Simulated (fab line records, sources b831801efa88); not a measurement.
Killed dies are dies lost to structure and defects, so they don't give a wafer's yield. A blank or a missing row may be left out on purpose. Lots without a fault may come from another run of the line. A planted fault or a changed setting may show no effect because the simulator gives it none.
fab line records | flow sky130
record lots=5 wafers=15 last_day=50
route steps=708 shown SD_P@326 RES_XHIGH@332 SD_N@342 SALICIDE@361 LI_CONTACT@362
lots that met no fault: from a run of the same line without faults
start_h: hours from the record's first day to the start of the lot's first wafer shown | wait_h: hours since the lot's step before | " the same as in the row above | L1.1+2: a row that stands for several wafers | - no value, or no start given | * or withheld: withheld | < > ~ a bound
route shown NAME@n: a module of which the file shows steps, and the number in the route of the first | usual: mean/standard deviation of fault-free wafers | same: alike in all rows | chamber/n: place in a boat | sites: the reading at each site | _std_site: their standard deviation | _edge_site: outer sites' mean less inner sites' | radius_mm: how far each site lies from the wafer's centre | mask NAME#n: copy n | behind: the tool/chamber that last shaped the wafer | hold: why the lot was held/for how many hours/how that ended | device: the transistor (n, p or np) that didn't switch | end of line: the same wafers' tests at the end of the route | a step without rows: its recipe alone | killed: dies lost to structure and defects at the first sort, not the wafer's yield | map: a wafer's dies, x killed, . not, _ none there
set.NAME: the setting as run; set.NAME@STEP: as run at that earlier step | model.NAME: the simulator's own value behind a step, which no gauge read
lots at some steps of the route; a table a step, a row a wafer
services: from which hour (start_h, from the record's first day; less than 0 if before it) a tool's chamber was out of use, for how many hours, and why
## steps
# step SKY_SD_P_DEVELOP_06
# recipe resist=NOVOLAK developer=TMAH develop_time_s=60 dev_temp_c=23
# columns lot.wafer tool chamber start_h wait_h
L074.3+4+5 litho_track-03 0 583.56 0.1
L079.2+3+5 litho_track-02 0 634.14 0.1
L086.2+4+5 litho_track-03 0 689.74 0.1
L087.2+3+6 litho_track-04 0 706.15 0.1
L096.2+4+6 litho_track-04 0 785.50 0.1
# step SKY_SD_P_CD_MEAS_07
# recipe target_cd_nm=380
# usual cd_nm=380.3/2.3
# columns lot.wafer tool chamber start_h wait_h cd_nm
L074.3 cd_sem-02 - 583.70 0.1 380.8
L074.4 " - " " 380.8
L074.5 " - " " 381.0
L079.2 cd_sem-01 - 634.29 0.1 376.6
L079.3 " - " " 376.7
L079.5 " - " " 376.9
L086.2 cd_sem-01 - 689.88 0.1 377.7
L086.4 " - " " 378.3
L086.5 " - " " 378.7
L087.2 cd_sem-02 - 706.30 0.1 379.0
L087.3 " - " " 380.3
L087.6 " - " " 380.8
L096.2 cd_sem-02 - 785.65 0.1 383.2
L096.4 " - " " 380.0
L096.6 " - " " 379.6
# step SKY_SD_P_OVL_MEAS_08
# usual SD_P_OVL=0.2/1.4
# columns lot.wafer tool chamber start_h wait_h SD_P_OVL[nm]
L074.3 overlay-01 - 583.79 0.1 -0.4
L074.4 " - " " -0.4
L074.5 " - " " 1.5
L079.2 overlay-02 - 634.40 0.1 1.9
L079.3 " - " " 2.3
L079.5 " - " " 0.0
L086.2 overlay-01 - 689.99 0.1 -0.3
L086.4 " - " " -0.6
L086.5 " - " " 1.0
L087.2 overlay-02 - 706.41 0.1 0.6
L087.3 " - " " -1.4
L087.6 " - " " 0.5
L096.2 overlay-01 - 785.76 0.1 1.3
L096.4 " - " " 0.0
L096.6 " - " " 2.0
# step SKY_SD_P_IMPLANT_09
# recipe species=BF2 energy_kev=20 dose_cm2=3e+15 tilt_deg=0
# columns lot.wafer tool chamber start_h wait_h
L074.3+4+5 implanter-04 0 583.87 0.1
L079.2+3+5 implanter-02 0 634.45 0.0
L086.2+4+5 implanter-01 0 690.04 0.0
L087.2+3+6 implanter-04 0 706.46 0.0
L096.2+4+6 implanter-02 0 785.81 0.0
# step SKY_SD_P_STRIP_10
# recipe chemistry=O2/N2 power_w=1400 pressure_mtorr=1500 platen_temp_c=withheld o2_flow_sccm=3000 n2_flow_sccm=300 overash_fraction=0.5
# usual drypump_motor_current_A=5.7/0.37 oes_product_au=0.617/0.0047 strip_time_to_endpoint_s=17.50/0.04
# columns lot.wafer tool chamber start_h wait_h drypump_motor_current_A oes_product_au rf_hours_counter_h strip_time_to_endpoint_s
L074.3 plasma_asher-04 0 584.00 0.1 6.1 0.623 - 17.51
L074.4 " 1 " " 6.0 0.615 - 17.49
L074.5 " 1 " " 6.0 0.626 - 17.50
L079.2 plasma_asher-01 1 634.58 0.1 5.2 0.617 22 17.48
L079.3 " 1 " " 5.2 0.620 - 17.50
L079.5 " 1 " " 5.2 0.627 - 17.47
L086.2 plasma_asher-02 0 690.17 0.1 5.9 0.611 84 17.50
L086.4 " 1 " " 5.5 0.624 - 17.47
L086.5 " 0 " " 5.9 0.621 - 17.49
L087.2 plasma_asher-01 0 706.59 0.1 5.2 0.613 28 17.46
L087.3 " 1 " " 5.2 0.623 - 17.48
L087.6 " 1 " " 5.2 0.614 - 17.44
L096.2 plasma_asher-04 0 785.94 0.1 6.1 0.610 3 17.48
L096.4 " 0 " " 6.1 0.610 - 17.50
L096.6 " 0 " " 6.1 0.610 - 17.47
# step SKY_SD_P_TW_MEAS_11
# usual SD_P_TW=2859/16
# columns lot.wafer tool chamber start_h wait_h SD_P_TW
L074.3 film_metro-03 - 584.09 0.1 2857
L074.4 " - " " 2852
L074.5 " - " " 2842
L079.2 film_metro-04 - 634.69 0.1 2842
L079.3 " - " " 2853
L079.5 " - " " 2844
L086.2 film_metro-03 - 690.28 0.1 2885
L086.4 " - " " 2867
L086.5 " - " " 2867
L087.2 film_metro-03 - 706.74 0.1 2852
L087.3 " - " " 2856
L087.6 " - " " 2845
L096.2 film_metro-03 - 786.05 0.1 2879
L096.4 " - " " 2901
L096.6 " - " " 2875
# step SKY_RES_XHIGH_DEHYDRATE_00
# recipe temp_c=200 time_s=60
# columns lot.wafer tool chamber start_h wait_h
L074.3+4+5 litho_track-02 0 598.22 14.1
L079.2+3+5 litho_track-01 0 648.00 13.3
L086.2+4+5 litho_track-01 0 703.45 13.2
L087.2+3+6 litho_track-03 0 720.19 13.4
L096.2+4+6 litho_track-01 0 798.15 12.1
# step SKY_RES_XHIGH_HMDS_01
# recipe prime_time_s=60 prime_temp_c=120
# columns lot.wafer tool chamber start_h wait_h
L074.3+4+5 litho_track-02 0 598.37 0.1
L079.2+3+5 litho_track-01 0 648.15 0.1
L086.2+4+5 litho_track-01 0 703.60 0.1
L087.2+3+6 litho_track-03 0 720.34 0.1
L096.2+4+6 litho_track-01 0 798.30 0.1
# step SKY_RES_XHIGH_COAT_02
# recipe resist=NOVOLAK spin_rpm=3000 resist_thk_nm=1140
# columns lot.wafer tool chamber start_h wait_h
L074.3+4+5 litho_track-02 0 598.52 0.1
L079.2+3+5 litho_track-01 0 648.30 0.1
L086.2+4+5 litho_track-01 0 703.75 0.1
L087.2+3+6 litho_track-03 0 720.49 0.1
L096.2+4+6 litho_track-01 0 798.45 0.1
# step SKY_RES_XHIGH_SOFTBAKE_03
# recipe temp_c=90.34 time_s=60 resist=NOVOLAK
# columns lot.wafer tool chamber start_h wait_h
L074.3+4+5 litho_track-02 0 598.67 0.1
L079.2+3+5 litho_track-01 0 648.45 0.1
L086.2+4+5 litho_track-01 0 703.90 0.1
L087.2+3+6 litho_track-03 0 720.64 0.1
L096.2+4+6 litho_track-01 0 798.60 0.1
# step SKY_RES_XHIGH_EXPOSE_04
# recipe mask_id=URPM na=0.6 source_shape=conventional sigma_outer=0.6 polarization=unpolarized target_cd_nm=1270 dose_mj=140
# columns lot.wafer tool chamber start_h wait_h mask
L074.3+4+5 iline_stepper-01 0 - - URPM#0
L079.2+3+5 iline_stepper-02 0 - - URPM#0
L086.2+4+5 iline_stepper-01 0 - - URPM#0
L087.2+3+6 iline_stepper-02 0 - - URPM#0
L096.2+4+6 iline_stepper-02 0 - - URPM#0
# step SKY_RES_XHIGH_PEB_05
# recipe temp_c=withheld time_s=* resist=NOVOLAK
# columns lot.wafer tool chamber start_h wait_h
L074.3+4+5 litho_track-03 0 - -
L079.2+3+5 litho_track-02 0 - -
L086.2+4+5 litho_track-02 0 - -
L087.2+3+6 litho_track-01 0 - -
L096.2+4+6 litho_track-03 0 - -
# step SKY_RES_XHIGH_DEVELOP_06
# recipe resist=NOVOLAK developer=TMAH develop_time_s=60 dev_temp_c=23
# columns lot.wafer tool chamber start_h wait_h
L074.3+4+5 litho_track-03 0 613.06 0.1
L079.2+3+5 litho_track-02 0 662.49 0.1
L086.2+4+5 litho_track-02 0 717.74 0.1
L087.2+3+6 litho_track-01 0 734.75 0.1
L096.2+4+6 litho_track-03 0 812.34 0.1
# step SKY_RES_XHIGH_IMPLANT_07
# recipe species=BF2 energy_kev=20 dose_cm2=3.6e+14 tilt_deg=0
# columns lot.wafer tool chamber start_h wait_h
L074.3+4+5 implanter-02 0 613.21 0.1
L079.2+3+5 implanter-02 0 662.64 0.1
L086.2+4+5 implanter-02 0 717.89 0.1
L087.2+3+6 implanter-02 0 734.90 0.1
L096.2+4+6 implanter-02 0 812.49 0.1
# step SKY_RES_XHIGH_STRIP_08
# recipe chemistry=O2/N2 power_w=1400 pressure_mtorr=1500 platen_temp_c=withheld o2_flow_sccm=3000 n2_flow_sccm=300 overash_fraction=0.5
# usual drypump_motor_current_A=5.6/0.41 oes_product_au=0.710/0.0045 strip_time_to_endpoint_s=14.27/0.038
# columns lot.wafer tool chamber start_h wait_h drypump_motor_current_A oes_product_au rf_hours_counter_h strip_time_to_endpoint_s
L074.3 plasma_asher-02 0 613.35 0.1 5.9 0.713 - 14.24
L074.4 " 1 " " 5.5 0.697 - 14.21
L074.5 " 1 " " 5.5 0.707 - 14.25
L079.2 plasma_asher-02 1 662.77 0.1 5.5 0.706 81 14.24
L079.3 " 0 " " 5.8 0.701 - 14.26
L079.5 " 0 " " 5.8 0.710 - 14.26
L086.2 plasma_asher-03 1 718.02 0.1 6.5 0.715 61 14.27
L086.4 " 0 " " 5.9 0.718 - 14.30
L086.5 " 1 " " 6.5 0.711 - 14.32
L087.2 plasma_asher-01 0 735.02 0.1 5.2 0.708 30 14.30
L087.3 " 1 " " 5.2 0.705 - 14.32
L087.6 " 1 " " 5.2 0.708 - 14.33
L096.2 plasma_asher-02 0 812.61 0.1 5.9 0.719 98 14.31
L096.4 " 1 " " 5.4 0.711 - 14.30
L096.6 " 0 " " 5.8 0.711 - 14.27
# step SKY_RES_XHIGH_TW_MEAS_09
# usual RES_XHIGH_TW=1655/10
# columns lot.wafer tool chamber start_h wait_h RES_XHIGH_TW
L074.3 film_metro-04 - 613.43 0.1 1655
L074.4 " - " " 1664
L074.5 " - " " 1664
L079.2 film_metro-03 - 662.88 0.1 1656
L079.3 " - " " 1669
L079.5 " - " " 1653
L086.2 film_metro-04 - 718.13 0.1 1643
L086.4 " - " " 1646
L086.5 " - " " 1644
L087.2 film_metro-04 - 735.13 0.1 1646
L087.3 " - " " 1645
L087.6 " - " " 1651
L096.2 film_metro-04 - 812.72 0.1 1651
L096.4 " - " " 1649
L096.6 " - " " 1654
# step SKY_SD_N_DEHYDRATE_00
# recipe temp_c=200 time_s=60
# columns lot.wafer tool chamber start_h wait_h
L074.3+4+5 litho_track-03 0 627.21 13.8
L079.2+3+5 litho_track-01 0 676.75 13.9
L086.2+4+5 litho_track-01 0 731.45 13.3
L087.2+3+6 litho_track-01 0 748.65 13.5
L096.2+4+6 litho_track-01 0 825.80 13.1
# step SKY_SD_N_HMDS_01
# recipe prime_time_s=60 prime_temp_c=120
# columns lot.wafer tool chamber start_h wait_h
L074.3+4+5 litho_track-03 0 627.36 0.1
L079.2+3+5 litho_track-01 0 676.90 0.1
L086.2+4+5 litho_track-01 0 731.60 0.1
L087.2+3+6 litho_track-01 0 748.80 0.1
L096.2+4+6 litho_track-01 0 825.95 0.1
# step SKY_SD_N_COAT_02
# recipe resist=NOVOLAK spin_rpm=3000 resist_thk_nm=1140
# columns lot.wafer tool chamber start_h wait_h
L074.3+4+5 litho_track-03 0 627.51 0.1
L079.2+3+5 litho_track-01 0 677.05 0.1
L086.2+4+5 litho_track-01 0 731.75 0.1
L087.2+3+6 litho_track-01 0 748.95 0.1
L096.2+4+6 litho_track-01 0 826.10 0.1
# step SKY_SD_N_SOFTBAKE_03
# recipe temp_c=90 time_s=59.13 resist=NOVOLAK
# columns lot.wafer tool chamber start_h wait_h
L074.3+4+5 litho_track-03 0 627.66 0.1
L079.2+3+5 litho_track-01 0 677.20 0.1
L086.2+4+5 litho_track-01 0 731.90 0.1
L087.2+3+6 litho_track-01 0 749.10 0.1
L096.2+4+6 litho_track-01 0 826.25 0.1
# step SKY_SD_N_EXPOSE_04
# recipe mask_id=NSDM na=0.6 source_shape=conventional sigma_outer=0.6 polarization=unpolarized target_cd_nm=380 dose_mj=141
# columns lot.wafer tool chamber start_h wait_h mask
L074.3+4+5 iline_stepper-02 0 - - NSDM#0
L079.2+3+5 iline_stepper-02 0 - - NSDM#0
L086.2+4+5 iline_stepper-01 0 - - NSDM#0
L087.2+3+6 iline_stepper-01 0 - - NSDM#0
L096.2+4+6 iline_stepper-02 0 - - NSDM#0
# step SKY_SD_N_PEB_05
# recipe temp_c=withheld time_s=* resist=NOVOLAK
# columns lot.wafer tool chamber start_h wait_h
L074.3+4+5 litho_track-01 0 - -
L079.2+3+5 litho_track-04 0 - -
L086.2+4+5 litho_track-04 0 - -
L087.2+3+6 litho_track-04 0 - -
L096.2+4+6 litho_track-03 0 - -
# step SKY_SD_N_DEVELOP_06
# recipe resist=NOVOLAK developer=TMAH develop_time_s=60 dev_temp_c=23
# columns lot.wafer tool chamber start_h wait_h
L074.3+4+5 litho_track-01 0 641.97 0.1
L079.2+3+5 litho_track-04 0 691.90 0.1
L086.2+4+5 litho_track-04 0 745.65 0.1
L087.2+3+6 litho_track-04 0 763.55 0.1
L096.2+4+6 litho_track-03 0 838.84 0.1
# step SKY_SD_N_CD_MEAS_07
# recipe target_cd_nm=380
# usual cd_nm=380.2/2.7
# columns lot.wafer tool chamber start_h wait_h cd_nm
L074.3 cd_sem-02 - 642.11 0.1 379.0
L074.4 " - " " 383.2
L074.5 " - " " 383.4
L079.2 cd_sem-02 - 692.05 0.1 381.9
L079.3 " - " " 379.5
L079.5 " - " " 380.6
L086.2 cd_sem-02 - 745.80 0.1 387.0
L086.4 " - " " 383.6
L086.5 " - " " 382.7
L087.2 cd_sem-01 - 763.70 0.1 381.2
L087.3 " - " " 382.0
L087.6 " - " " 381.0
L096.2 cd_sem-02 - 838.98 0.1 380.4
L096.4 " - " " 377.3
L096.6 " - " " 377.7
# step SKY_SD_N_OVL_MEAS_08
# usual SD_N_OVL=-0.4/1.3
# columns lot.wafer tool chamber start_h wait_h SD_N_OVL[nm]
L074.3 overlay-02 - 642.20 0.1 0.4
L074.4 " - " " -1.0
L074.5 " - " " 0.2
L079.2 overlay-01 - 692.16 0.1 0.9
L079.3 " - " " 1.1
L079.5 " - " " 1.3
L086.2 overlay-02 - 745.91 0.1 0.3
L086.4 " - " " -0.1
L086.5 " - " " -0.8
L087.2 overlay-02 - 763.81 0.1 1.8
L087.3 " - " " -1.9
L087.6 " - " " -0.1
L096.2 overlay-02 - 839.09 0.1 -1.4
L096.4 " - " " 0.2
L096.6 " - " " -0.4
# step SKY_SD_N_IMPLANT_09
# recipe species=As energy_kev=50 dose_cm2=4e+15 tilt_deg=0
# columns lot.wafer tool chamber start_h wait_h
L074.3+4+5 implanter-01 0 642.28 0.1
L079.2+3+5 implanter-01 0 692.21 0.0
L086.2+4+5 implanter-02 0 745.96 0.0
L087.2+3+6 implanter-02 0 763.86 0.0
L096.2+4+6 implanter-03 0 839.14 0.0
# step SKY_SD_N_IMPLANT_10
# recipe species=P energy_kev=20 dose_cm2=1e+14 tilt_deg=0
# columns lot.wafer tool chamber start_h wait_h
L074.3+4+5 implanter-01 0 642.43 0.1
L079.2+3+5 implanter-01 0 692.36 0.1
L086.2+4+5 implanter-02 0 746.11 0.1
L087.2+3+6 implanter-02 0 764.01 0.1
L096.2+4+6 implanter-03 0 839.29 0.1
# step SKY_SD_N_STRIP_11
# recipe chemistry=O2/N2 power_w=1400 pressure_mtorr=1500 platen_temp_c=withheld o2_flow_sccm=3000 n2_flow_sccm=300 overash_fraction=0.5
# usual drypump_motor_current_A=5.9/0.47 oes_product_au=0.527/0.0047 strip_time_to_endpoint_s=22.58/0.037
# columns lot.wafer tool chamber start_h wait_h drypump_motor_current_A oes_product_au rf_hours_counter_h strip_time_to_endpoint_s
L074.3 plasma_asher-04 0 642.56 0.1 6.1 0.525 - 22.56
L074.4 " 1 " " 6.1 0.523 - 22.58
L074.5 " 1 " " 6.0 0.528 - 22.61
L079.2 plasma_asher-04 0 692.49 0.1 6.1 0.534 95 22.59
L079.3 " 0 " " 6.1 0.524 - 22.60
L079.5 " 1 " " 6.1 0.527 - 22.63
L086.2 plasma_asher-03 0 746.24 0.1 5.9 0.533 65 22.59
L086.4 " 1 " " 6.5 0.534 - 22.53
L086.5 " 1 " " 6.6 0.522 - 22.59
L087.2 plasma_asher-01 1 764.14 0.1 5.2 0.532 33 22.51
L087.3 " 1 " " 5.2 0.532 - 22.53
L087.6 " 0 " " 5.2 0.527 - 22.57
L096.2 plasma_asher-01 0 839.42 0.1 5.2 0.529 40 22.58
L096.4 " 0 " " 5.2 0.529 - 22.55
L096.6 " 0 " " 5.2 0.535 - 22.54
# step SKY_SD_N_TW_MEAS_12
# usual SD_N_TW=4021/23
# columns lot.wafer tool chamber start_h wait_h SD_N_TW
L074.3 film_metro-04 - 642.65 0.1 4019
L074.4 " - " " 4007
L074.5 " - " " 4022
L079.2 film_metro-03 - 692.60 0.1 4050
L079.3 " - " " 4037
L079.5 " - " " 4031
L086.2 film_metro-04 - 746.35 0.1 4025
L086.4 " - " " 4033
L086.5 " - " " 4015
L087.2 film_metro-04 - 764.25 0.1 3999
L087.3 " - " " 4000
L087.6 " - " " 4025
L096.2 film_metro-04 - 839.53 0.1 3994
L096.4 " - " " 4008
L096.6 " - " " 4014
# step SKY_SD_N_CLEAN_13
# recipe chemistry=SC1/SC2 mix=1:4:20 temp_c=70 time_s=150 dry=n2_spin
# usual temp_c=70.01/0.12
# columns lot.wafer tool chamber start_h wait_h temp_c
L074.3 wet_bench-01 3 642.69 0.0 69.97
L074.4 " 3 " " 70.11
L074.5 " 3 " " 70.07
L079.2 wet_bench-04 1 692.65 0.0 70.20
L079.3 " 1 " " 70.20
L079.5 " 1 " " 70.17
L086.2 wet_bench-01 3 746.40 0.0 70.29
L086.4 " 3 " " 70.33
L086.5 " 3 " " 70.23
L087.2 wet_bench-01 0 764.30 0.0 69.99
L087.3 " 0 " " 69.90
L087.6 " 0 " " 70.07
L096.2 wet_bench-03 3 839.58 0.0 70.22
L096.4 " 3 " " 70.13
L096.6 " 3 " " 70.02
# step SKY_SD_N_RTA_14
# recipe temp_c=1075 time_s=2 idle_temp_c=650 ramp_up_c_per_s=150 ramp_down_c_per_s=90 ambient=N2
# usual lamp_power_pct=15.74/0.052 wafer_temp_C_max=1077.9/1.3
# columns lot.wafer tool chamber start_h wait_h lamp_power_pct wafer_temp_C_max
L074.3 rtp_anneal-02 0 642.76 0.0 15.68 1077.3
L074.4 " 0 " " 15.76 1078.7
L074.5 " 0 " " 15.82 1080.1
L079.2 rtp_anneal-01 0 692.71 0.0 15.82 1079.4
L079.3 " 0 " " 15.79 1077.4
L079.5 " 0 " " 15.73 1077.4
L086.2 rtp_anneal-01 0 746.51 0.0 15.69 1079.3
L086.4 " 0 " " 15.70 1079.1
L086.5 " 0 " " 15.75 1076.6
L087.2 rtp_anneal-01 0 764.35 0.0 15.75 1077.6
L087.3 " 0 " " 15.72 1078.3
L087.6 " 0 " " 15.76 1075.8
L096.2 rtp_anneal-01 0 839.64 0.0 15.69 1075.1
L096.4 " 0 " " 15.72 1077.5
L096.6 " 0 " " 15.65 1077.8
# step SKY_SD_N_RS_MEAS_16
# recipe thk_meas_gauge=four-point-probe
# usual SD_N_RS=68.55/0.096
# columns lot.wafer tool chamber start_h wait_h SD_N_RS[ohm/sq]
L074.3 film_metro-01 - 642.95 0.1 68.65
L074.4 " - " " 68.58
L074.5 " - " " 68.49
L079.2 film_metro-04 - 692.89 0.1 68.58
L079.3 " - " " 68.47
L079.5 " - " " 68.45
L086.2 film_metro-03 - 746.70 0.1 68.52
L086.4 " - " " 68.41
L086.5 " - " " 68.59
L087.2 film_metro-01 - 764.54 0.1 68.57
L087.3 " - " " 68.67
L087.6 " - " " 68.48
L096.2 film_metro-04 - 839.82 0.1 68.61
L096.4 " - " " 68.51
L096.6 " - " " 68.62
# step SKY_SD_N_RS_MEAS_17
# recipe thk_meas_gauge=four-point-probe
# usual SD_P_RS=147.1/0.37
# columns lot.wafer tool chamber start_h wait_h SD_P_RS[ohm/sq]
L074.3 film_metro-01 - 643.07 0.1 147.2
L074.4 " - " " 147.1
L074.5 " - " " 147.1
L079.2 film_metro-04 - 693.01 0.1 147.4
L079.3 " - " " 146.9
L079.5 " - " " 147.2
L086.2 film_metro-03 - 746.82 0.1 147.1
L086.4 " - " " 147.2
L086.5 " - " " 147.0
L087.2 film_metro-01 - 764.66 0.1 146.8
L087.3 " - " " 147.4
L087.6 " - " " 147.1
L096.2 film_metro-04 - 839.94 0.1 146.8
L096.4 " - " " 146.9
L096.6 " - " " 147.2
# step SKY_SD_N_RS_MEAS_18
# recipe thk_meas_gauge=four-point-probe
# usual RES_XHIGH_RS=333.5/1.3
# columns lot.wafer tool chamber start_h wait_h RES_XHIGH_RS[ohm/sq]
L074.3 film_metro-01 - 643.19 0.1 332.0
L074.4 " - " " 331.8
L074.5 " - " " 332.9
L079.2 film_metro-04 - 693.13 0.1 333.1
L079.3 " - " " 333.0
L079.5 " - " " 334.3
L086.2 film_metro-03 - 746.94 0.1 333.0
L086.4 " - " " 334.7
L086.5 " - " " 333.8
L087.2 film_metro-01 - 764.78 0.1 332.0
L087.3 " - " " 332.4
L087.6 " - " " 332.2
L096.2 film_metro-04 - 840.06 0.1 333.9
L096.4 " - " " 332.9
L096.6 " - " " 334.4
# step SKY_SALICIDE_CLEAN_00
# recipe chemistry=HF-last time_s=30 dilution=100:1 dry=ipa_marangoni
# columns lot.wafer tool chamber start_h wait_h
L074.3+4+5 wet_bench-04 1 643.27 0.1
L079.2+3+5 wet_bench-04 1 693.23 0.1
L086.2+4+5 wet_bench-04 1 747.04 0.1
L087.2+3+6 wet_bench-04 1 764.88 0.1
L096.2+4+6 wet_bench-04 0 840.16 0.1
# step SKY_LI_CONTACT_HDPCVD_00
# recipe material=PSG target_thk_nm=930 sigma_open_frac=0.3 time_s=155 temp_c=600 sih4_flow_sccm=60 pressure_mtorr=6
# columns lot.wafer tool chamber start_h wait_h
L074.3+4+5 hdpcvd-02 1,1,0 643.29 0.0
L079.2+3+5 hdpcvd-02 1,2,2 693.25 0.0
L086.2+4+5 hdpcvd-02 2,1,0 747.05 0.0
L087.2+3+6 hdpcvd-01 1,0,1 764.90 0.0
L096.2+4+6 hdpcvd-02 2,0,2 840.18 0.0
# step SKY_LI_CONTACT_THK_MEAS_01
# recipe reads=PSG_of_LI_CONTACT_HDPCVD_00
# usual LI_CONTACT_HDPCVD_THK=929/11
# columns lot.wafer tool chamber start_h wait_h LI_CONTACT_HDPCVD_THK[nm]
L074.3 film_metro-03 - 643.41 0.1 952
L074.4 " - " " 943
L074.5 " - " " 937
L079.2 film_metro-04 - 693.36 0.1 958
L079.3 " - " " 939
L079.5 " - " " 942
L086.2 film_metro-04 - 747.17 0.1 924
L086.4 " - " " 920
L086.5 " - " " 918
L087.2 film_metro-04 - 765.01 0.1 926
L087.3 " - " " 938
L087.6 " - " " 917
L096.2 film_metro-01 - 840.29 0.1 931
L096.4 " - " " 930
L096.6 " - " " 923
# step SKY_LI_CONTACT_CMP_02
# recipe material=PSG down_force_psi=4 platen_rpm=60 pad_velocity_m_s=0.94248
# usual motor_current_A=11.5/1.2 time_to_endpoint_s=31/3.5
# columns lot.wafer tool chamber start_h wait_h motor_current_A time_to_endpoint_s
L074.4 cmp-01 0 643.45 0.0 9.7 30
L074.3 " 3 " " 11.8 32
L074.5 " 0 " " 9.8 29
L079.3 cmp-02 1 693.41 0.0 11.2 32
L079.2 " 2 " " 11.1 38
L079.5 " 1 " " 11.6 34
L086.2 cmp-01 2 747.27 0.1 13.1 37
L086.4 " 3 " " 11.8 33
L086.5 " 1 " " 11.3 36
L087.2 cmp-02 3 765.06 0.0 10.4 37
L087.3 " 2 " " 10.8 35
L087.6 " 3 " " 9.8 34
L096.2 cmp-01 2 840.34 0.0 13.7 32
L096.4 " 3 " " 12.5 29
L096.6 " 3 " " 12.4 28
# step SKY_LI_CONTACT_BOW_MEAS_03
# recipe mode=bow
# usual LI_CONTACT_BOW=57/6.5
# columns lot.wafer tool chamber start_h wait_h LI_CONTACT_BOW[um]
L074.3 film_metro-03 - 643.79 0.1 52
L074.4 " - " " 62
L074.5 " - " " 64
L079.2 film_metro-04 - 693.73 0.2 60
L079.3 " - " " 50
L079.5 " - " " 45
L086.2 film_metro-01 - 747.54 0.2 69
L086.4 " - " " 56
L086.5 " - " " 60
L087.2 film_metro-03 - 765.38 0.3 58
L087.3 " - " " 57
L087.6 " - " " 60
L096.2 film_metro-03 - 840.66 0.3 63
L096.4 " - " " 47
L096.6 " - " " 55
# step SKY_LI_CONTACT_DEHYDRATE_04
# recipe temp_c=200 time_s=60
# columns lot.wafer tool chamber start_h wait_h
L074.3+4+5 litho_track-01 0 657.47 13.7
L079.2+3+5 litho_track-04 0 706.60 12.9
L086.2+4+5 litho_track-04 0 760.85 13.3
L087.2+3+6 litho_track-01 0 778.10 12.7
L096.2+4+6 litho_track-02 0 853.40 12.7
# step SKY_LI_CONTACT_HMDS_05
# recipe prime_time_s=60 prime_temp_c=120
# columns lot.wafer tool chamber start_h wait_h
L074.3+4+5 litho_track-01 0 657.62 0.1
L079.2+3+5 litho_track-04 0 706.75 0.1
L086.2+4+5 litho_track-04 0 761.00 0.1
L087.2+3+6 litho_track-01 0 778.25 0.1
L096.2+4+6 litho_track-02 0 853.55 0.1
# step SKY_LI_CONTACT_COAT_06
# recipe resist=BARC temp_c=withheld time_s=withheld spin_rpm=3000 resist_thk_nm=60
# columns lot.wafer tool chamber start_h wait_h
L074.3+4+5 litho_track-01 0 657.77 0.1
L079.2+3+5 litho_track-04 0 706.90 0.1
L086.2+4+5 litho_track-04 0 761.15 0.1
L087.2+3+6 litho_track-01 0 778.40 0.1
L096.2+4+6 litho_track-02 0 853.70 0.1
# step SKY_LI_CONTACT_COAT_07
# recipe resist=KrF-thick spin_rpm=3000 resist_thk_nm=450
# columns lot.wafer tool chamber start_h wait_h
L074.3+4+5 litho_track-01 0 - -
L079.2+3+5 litho_track-04 0 - -
L086.2+4+5 litho_track-04 0 - -
L087.2+3+6 litho_track-01 0 - -
L096.2+4+6 litho_track-02 0 - -
# step SKY_LI_CONTACT_SOFTBAKE_08
# recipe temp_c=100 time_s=90 resist=KrF-thick
# columns lot.wafer tool chamber start_h wait_h
L074.3+4+5 litho_track-01 0 - -
L079.2+3+5 litho_track-04 0 - -
L086.2+4+5 litho_track-04 0 - -
L087.2+3+6 litho_track-01 0 - -
L096.2+4+6 litho_track-02 0 - -
# step SKY_LI_CONTACT_EXPOSE_09
# recipe mask_id=LICM1 na=0.8 source_shape=annular sigma_inner=0.55 sigma_outer=0.85 target_cd_nm=170 dose_mj=38.78
# columns lot.wafer tool chamber start_h wait_h mask
L074.3+4+5 krf_scanner-02 0 - - LICM1#0
L079.2+3+5 krf_scanner-02 0 - - LICM1#0
L086.2+4+5 krf_scanner-02 0 - - LICM1#0
L087.2+3+6 krf_scanner-02 0 - - LICM1#0
L096.2+4+6 krf_scanner-02 0 - - LICM1#0
# step SKY_LI_CONTACT_PEB_10
# recipe peb_temp_c=withheld peb_time_s=withheld resist=KrF-thick
# columns lot.wafer tool chamber start_h wait_h
L074.3+4+5 litho_track-02 0 - -
L079.2+3+5 litho_track-04 0 - -
L086.2+4+5 litho_track-04 0 - -
L087.2+3+6 litho_track-01 0 - -
L096.2+4+6 litho_track-02 0 - -
# step SKY_LI_CONTACT_DEVELOP_11
# recipe develop_time_s=60 resist=KrF-thick dev_temp_c=21
# columns lot.wafer tool chamber start_h wait_h
L074.3+4+5 litho_track-02 0 - -
L079.2+3+5 litho_track-04 0 - -
L086.2+4+5 litho_track-04 0 - -
L087.2+3+6 litho_track-01 0 - -
L096.2+4+6 litho_track-02 0 - -
# step SKY_LI_CONTACT_CD_MEAS_12
# recipe target_cd_nm=170
# usual cd_nm=169.8/1.4
# columns lot.wafer tool chamber start_h wait_h cd_nm
L074.3 cd_sem-01 - 672.31 - 170.1
L074.4 " - " " 169.6
L074.5 " - " " 168.9
L079.2 cd_sem-02 - 722.85 - 171.1
L079.3 " - " " 170.8
L079.5 " - " " 170.8
L086.2 cd_sem-01 - 774.80 - 170.6
L086.4 " - " " 170.2
L086.5 " - " " 170.2
L087.2 cd_sem-01 - 792.09 - 171.7
L087.3 " - " " 171.4
L087.6 " - " " 172.0
L096.2 cd_sem-01 - 866.99 - 169.2
L096.4 " - " " 168.9
L096.6 " - " " 168.6
## services
# columns tool chamber start_h hours kind
plasma_asher-01 - 565.73 2.4 repair
plasma_asher-02 - 599.76 0.6 repair
krf_scanner-02 - 601.05 0.8 pm
krf_scanner-02 - 613.21 3.6 pm
plasma_asher-02 - 617.27 24.5 repair
iline_stepper-02 - 633.14 1.7 pm
krf_scanner-02 - 643.40 2.1 repair
rtp_anneal-01 - 643.94 4.5 pm
wet_bench-04 - 647.83 1.9 pm
krf_scanner-02 - 664.65 1.3 pm
plasma_asher-01 - 679.05 14.7 repair
krf_scanner-02 - 685.69 0.8 repair
plasma_asher-01 - 693.75 2.8 pm
krf_scanner-02 - 707.43 1.0 pm
plasma_asher-01 - 709.86 2.4 repair
krf_scanner-02 - 722.41 1.2 repair
iline_stepper-02 - 723.24 1.4 repair
plasma_asher-01 - 738.93 9.2 repair
implanter-01 - 764.23 5.3 pm
krf_scanner-02 - 769.89 0.8 pm
implanter-02 - 792.06 1.5 repair
krf_scanner-02 - 834.00 4.4 pm
krf_scanner-02 - 840.55 1.3 pm
iline_stepper-02 - 851.32 1.7 pm
## key
fault none
